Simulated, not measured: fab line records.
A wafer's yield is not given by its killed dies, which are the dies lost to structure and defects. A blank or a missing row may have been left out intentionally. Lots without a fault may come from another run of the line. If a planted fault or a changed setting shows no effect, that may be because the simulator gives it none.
Which of the tools did it? -- flow sky130 -- 24 lots, 72 wafers sampled, at 4 steps of a route of 708

WHAT THE GAUGES SHOWED, per wafer
SKY_VT_ADJUST_LVTN_TW_MEAS_21. Usual: for VT_ADJUST_LVTN_2_TW the level is 187.0 and the standard deviation is 2.8.
lot,measured,on,VT_ADJUST_LVTN_2_TW,flag
L074,day 7 18:15,film-metro-02,186.2 186.4 184.8,
L075,day 8 01:31,film-metro-03,189.3 188.7 188.5,
L076,day 8 10:15,film-metro-02,184.6 184.0 184.1,
L077,day 8 16:22,film-metro-02,184.8 183.3 184.2,
L078,day 8 22:35,film-metro-02,182.8 183.3 184.2,
L079,day 9 01:26,film-metro-02,185.2 185.5 184.2,
L080,day 9 12:29,film-metro-02,185.2 185.6 185.0,
L081,day 9 19:23,film-metro-02,185.1 184.8 185.7,
L082,day 9 22:21,film-metro-03,187.1 187.1 187.7,
L083,day 10 03:44,film-metro-04,191.2 191.9 192.0,
L084,day 10 11:59,film-metro-03,188.2 187.6 188.5,
L085,day 10 21:13,film-metro-04,190.9 191.9 191.5,
L086,day 11 00:27,film-metro-02,183.9 183.7 183.7,
L087,day 11 08:26,film-metro-02,184.1 182.8 183.9,
L088,day 11 18:35,film-metro-03,188.1 188.0 186.7,
L089,day 12 04:23,film-metro-03,187.8 188.8 186.1,
L090,day 12 11:59,film-metro-02,186.2 185.2 184.9,
L091,day 12 12:04,film-metro-04,190.5 191.2 191.5,
L092,day 12 15:42,film-metro-04,190.8 191.0 192.3,
L093,day 13 02:31,film-metro-03,188.8 188.5 188.4,
L094,day 13 12:41,film-metro-03,188.0 187.8 187.8,
L095,day 13 20:13,film-metro-02,184.9 183.8 183.8,
L096,day 14 04:33,film-metro-04,190.7 190.7 191.2,
L097,day 14 12:29,film-metro-02,185.6 185.0 185.4,

SKY_SONOS_ONO_OVL_MEAS_14. Usual: for SONOS_ONO_OVL the level is -0.9 nm and the standard deviation is 1.7.
lot,measured,on,SONOS_ONO_OVL (nm),flag
L074,day 12 16:18,overlay-02,-4.0 -1.8 -0.3,
L075,day 13 02:03,overlay-01,-0.9 -3.3 -2.1,
L076,day 13 11:16,overlay-02,-0.3 -0.2 -0.8,
L077,day 13 19:37,overlay-01,-1.3 -0.4 -1.7,
L078,day 14 03:48,overlay-01,-1.2 -0.9 -1.0,
L079,day 14 08:46,overlay-02,-1.3 1.7 -0.4,
L080,day 14 22:32,overlay-02,-0.9 -1.2 -0.7,
L081,day 15 05:10,overlay-01,0.4 -1.1 0.3,
L082,day 15 12:12,overlay-01,-1.0 -0.2 -1.6,
L083,day 15 12:22,overlay-02,-1.8 -0.3 -0.3,
L084,day 16 01:34,overlay-01,-3.3 -1.0 -1.5,
L085,day 16 10:01,overlay-01,-0.4 -2.3 0.6,
L086,day 16 13:17,overlay-02,-3.3 -2.4 -2.5,
L087,day 16 23:07,overlay-02,-0.7 -0.6 -1.3,
L088,day 17 10:54,overlay-01,-2.6 -1.8 -3.1,
L089,day 17 22:31,overlay-01,-2.4 -2.9 -2.9,
L090,day 18 09:52,overlay-01,-3.9 -1.8 -1.7,
L091,day 18 10:26,overlay-02,1.1 0.2 2.4,
L092,day 18 13:53,overlay-01,-1.5 -2.6 -3.7,
L093,day 19 04:16,overlay-02,-2.1 -1.4 -1.8,
L094,day 19 16:16,overlay-01,0.1 1.1 -0.7,
L095,day 20 01:09,overlay-01,-2.1 -2.0 -0.3,
L096,day 20 10:14,overlay-01,-0.6 1.0 1.4,
L097,day 20 21:37,overlay-02,2.4 2.4 2.3,

SKY_LOCAL_INTERCONNECT_OVL_MEAS_12. Usual: for LOCAL_INTERCONNECT_OVL the level is 4 nm and the standard deviation is 5.1.
lot,measured,on,LOCAL_INTERCONNECT_OVL (nm),flag
L074,day 30 09:02,overlay-02,-1 3 4,
L075,day 30 20:20,overlay-01,12 8 12,
L076,day 31 04:39,overlay-01,4 10 -2,
L077,day 31 19:33,overlay-01,8 0 -1,
L078,day 31 21:26,overlay-02,4 8 8,
L079,day 32 04:54,overlay-01,5 6 7,
L080,day 32 15:03,overlay-01,10 3 1,
L081,day 32 22:24,overlay-01,-8 0 -8,
L082,day 33 01:48,overlay-02,-4 0 -9,
L083,day 33 10:35,overlay-02,9 3 11,
L084,day 33 18:44,overlay-02,0 6 6,
L085,day 34 07:32,overlay-02,16 10 7,
L086,day 34 08:56,overlay-02,0 0 10,
L087,day 34 15:09,overlay-01,3 -2 -4,
L088,day 35 04:44,overlay-01,1 0 2,
L089,day 35 11:21,overlay-01,11 10 16,
L090,day 35 20:56,overlay-02,5 3 9,
L091,day 35 23:41,overlay-01,6 8 2,
L092,day 36 00:33,overlay-01,6 6 7,
L093,day 36 12:20,overlay-01,15 3 0,
L094,day 36 19:35,overlay-02,1 9 6,
L095,day 37 07:33,overlay-02,6 3 6,
L096,day 37 10:38,overlay-01,6 2 6,
L097,day 38 01:45,overlay-02,3 7 4,

TOOL THAT RAN EACH LOT (tool first, then ch and the chambers of the sampled wafers, then the start)
lot,SKY_SONOS_ONO_ETCH_15
L074,"rie-diel-01 ch 0,1,2, day 12 16:20"
L075,"rie-diel-03 ch 0,2,3, day 13 02:05"
L076,"rie-diel-03 ch 0,1,3, day 13 11:17"
L077,"rie-diel-03 ch 0,1,2, day 13 19:39"
L078,"rie-diel-03 ch 1,2,3, day 14 03:50"
L079,"rie-diel-01 ch 1,2, day 14 08:48"
L080,"rie-diel-04 ch 0,2,3, day 14 22:34"
L081,"rie-diel-03 ch 0,2,3, day 15 05:11"
L082,"rie-diel-01 ch 1,3, day 15 12:14"
L083,"rie-diel-04 ch 1,3, day 15 12:24"
L084,"rie-diel-03 ch 0,1,3, day 16 01:36"
L085,"rie-diel-01 ch 1,2,3, day 16 10:03"
L086,"rie-diel-01 ch 1,2, day 16 13:20"
L087,"rie-diel-04 ch 0,2,3, day 16 23:08"
L088,"rie-diel-01 ch 0,1,2, day 17 10:56"
L089,"rie-diel-04 ch 0,1,2, day 17 22:32"
L090,"rie-diel-01 ch 0,1,2, day 18 09:53"
L091,"rie-diel-04 ch 0,1,3, day 18 10:29"
L092,"rie-diel-04 ch 0,1,2, day 18 13:56"
L093,"rie-diel-03 ch 0,1,3, day 19 04:17"
L094,"rie-diel-03 ch 0,1,2, day 19 16:17"
L095,"rie-diel-03 ch 0,1,2, day 20 01:11"
L096,"rie-diel-01 ch 0,1,2, day 20 10:17"
L097,"rie-diel-01 ch 0,3, day 20 21:38"
- SKY_SONOS_ONO_ETCH_15: etches the open film in CHF3/O2, target depth 19.52 nm, time 7.8 s.

WHAT THE TOOLS THEMSELVES READ (means of the sampled wafers that have a number; where no wafer has one, the mark that the record gives instead)
SKY_SONOS_ONO_ETCH_15. Usual: drypump-motor-current-A 5.6 A, standard deviation 0.45; oes-product-au 0.992 a.u., standard deviation 0.011; throttle-valve-pct 8.822 %, standard deviation 0.0094.
lot,tool,drypump-motor-current-A (A),oes-product-au (a.u.),throttle-valve-pct (%),flag
L074,rie-diel-01,5.4,0.994,8.832,
L075,rie-diel-03,5.8,0.986,8.818,
L076,rie-diel-03,5.4,0.990,8.814,
L077,rie-diel-03,5.6,1.002,8.824,
L078,rie-diel-03,5.4,0.981,8.819,
L079,rie-diel-01,5.1,1.004,8.824,
L080,rie-diel-04,6.0,0.994,8.824,
L081,rie-diel-03,5.7,0.989,8.822,
L082,rie-diel-01,5.4,0.994,8.821,
L083,rie-diel-04,5.6,0.989,8.824,
L084,rie-diel-03,5.5,0.978,8.824,
L085,rie-diel-01,5.4,0.998,8.822,
L086,rie-diel-01,5.1,0.986,8.826,
L087,rie-diel-04,6.0,0.978,8.822,
L088,rie-diel-01,5.4,1.001,8.826,
L089,rie-diel-04,5.7,0.992,8.823,
L090,rie-diel-01,5.4,0.997,8.817,
L091,rie-diel-04,5.6,0.990,8.808,
L092,rie-diel-04,5.7,0.992,8.826,
L093,rie-diel-03,5.4,0.988,8.819,
L094,rie-diel-03,5.6,0.991,8.820,
L095,rie-diel-03,5.6,0.983,8.819,
L096,rie-diel-01,5.5,0.999,8.814,
L097,rie-diel-01,6.0,0.998,8.819,

THE ANSWER, worked out from the rows above alone
Rule: lot off if the mean of its wafers having a number is beyond 3 standard deviations from the usual mean. A lot without any number at a reading at which 4 lots or more have one is off too. All remaining lots with rows at the step are treated as sound. First the gauges in route order, then the tools' own readings, where a lot's mean is used as printed above. At the first step where some lot is off, the reading lying furthest off is the one used; lots without a number count as furthest.
No lot is off at any reading shown: from this, nothing can be told.

WHAT HAD BEEN PUT IN BY THE SIMULATOR
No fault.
